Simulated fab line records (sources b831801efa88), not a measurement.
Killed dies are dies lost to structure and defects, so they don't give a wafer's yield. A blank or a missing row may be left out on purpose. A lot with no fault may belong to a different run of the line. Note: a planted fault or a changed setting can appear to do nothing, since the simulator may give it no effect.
One fault through the eyes of 2 desks    flow gf180mcu    only its own numbers are on each desk; what lay behind them is given at the end

== THE METROLOGY DESK ==
Lot by lot, what the gauges showed, no matter which tool ran the lot: averages of those sampled wafers that carry a number. The brackets show how far a lot's mean lies from the usual mean; more than 4 standard deviations puts the lot out of limits, marked OUT.
Columns: A = V1_W_THK at GF_V1_THK_MEAS_25, usual 346 nm; B = V2_BOW at GF_V2_BOW_MEAS_05, usual 100 um
lot   first seen here  A    B
L278  day 19 01:40     340  92
L280  day 19 12:44     349  100
L281  day 20 00:26     353  97
L282  day 20 06:14     356  96
L284  day 21 02:02     341  98
L286  day 21 17:55     342  95
L287  day 22 03:40     350  87
L293  day 25 00:32     338  107
L295  day 25 10:33     346  108
L297  day 25 21:37     342  99
L296  day 26 05:13     348  98
L299  day 26 17:00     354  109
This desk's verdict: no lot among the 12 shows anything out of limits.

== THE TOOL OWNER'S DESK: litho track-01 ==
The tool's own readings at GF_M3_COAT_09 (resist thk 1000 nm): means of the sampled wafers that have a number, for each lot that ran on this tool. The brackets show how far a lot's mean lies from the usual mean; more than 4 standard deviations puts the lot out of limits, marked OUT.
Columns: A = chill plate temp C at GF_M3_COAT_09, usual 23.01 C; B = resist line temp C at GF_M3_COAT_09, usual 23.02 C
lot   first seen here  A      B
L278  day 21 15:53     22.94  22.98
L281  day 22 13:52     23.15  22.95
L284  day 23 15:38     22.97  23.12
L286  day 24 06:28     23.07  23.05
L293  day 27 08:14     22.93  22.93
L295  day 27 18:44     23.00  23.16
L297  day 28 04:10     22.93  22.95
This desk's verdict: no lot among the 7 shows anything out of limits.

== TAKEN TOGETHER ==
From the metrology desk's view, nothing was out of limits.
The desk of the tool owner found nothing out of limits.

== WHAT THE SIMULATOR HAD PUT IN ==
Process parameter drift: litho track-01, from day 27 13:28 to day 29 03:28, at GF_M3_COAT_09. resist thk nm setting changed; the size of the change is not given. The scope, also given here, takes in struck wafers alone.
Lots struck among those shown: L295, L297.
